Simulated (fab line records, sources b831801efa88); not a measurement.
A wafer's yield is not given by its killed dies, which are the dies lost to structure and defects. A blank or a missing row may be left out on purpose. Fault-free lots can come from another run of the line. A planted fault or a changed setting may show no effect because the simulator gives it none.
Matching of chambers | flow gf180mcu | 4 sister chambers for GF_V4_CMP_26 on cmp-01
The step polishes, stops on SiO2, t overpolish 15 s, target thk 0 nm. 4 wafers are shown with their chamber, then 9 later ones without.

## WAFERS PAIRED WITH THEIR CHAMBERS
wafer  | chamber | motorCurrentA (A)
L603.5 | 0       | 10.7
L606.1 | 3       | 12.2
L606.3 | 2       | 11.1
L606.4 | 1       | 11.2

## WAFERS WHOSE CHAMBER IS MISSING
wafer  | motorCurrentA (A)
L607.1 | 10.6
L607.4 | 11.0
L607.6 | 10.9
L611.3 | 11.4
L611.5 | 10.9
L611.6 | 12.5
L616.3 | 11.9
L616.4 | 11.3
L616.6 | 11.0

## EACH ONE'S CHAMBER
wafer  | from the rows above          | in truth
L607.1 | 0                            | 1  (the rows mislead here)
L607.4 | can't be placed: 2 or 1 or 0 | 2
L607.6 | can't be placed: 2 or 0 or 1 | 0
L611.3 | can't be placed: 1 or 2      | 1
L611.5 | can't be placed: 2 or 0 or 1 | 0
L611.6 | 3                            | 3
L616.3 | 3                            | 3
L616.4 | can't be placed: 1 or 2      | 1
L616.6 | can't be placed: 2 or 1 or 0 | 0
Placed correctly: 2 of 9. Can't be placed from these rows: 6 (the true chamber is among the candidates in 6). Wrongly placed: 1.
How it was worked out, from the rows above alone: a wafer's distance from a chamber is the root of the sum, over the readings, of the square of ((its reading less the chamber's mean) divided by the reading's scatter). The wafer belongs to the nearest chamber; if the next one is less than 2 further off, it can't be placed. A chamber's mean is the mean of its shown wafers. The scatter (one wafer shown for each chamber): square how far every hidden wafer sits from the nearest shown wafer, average those squares and take the square root.
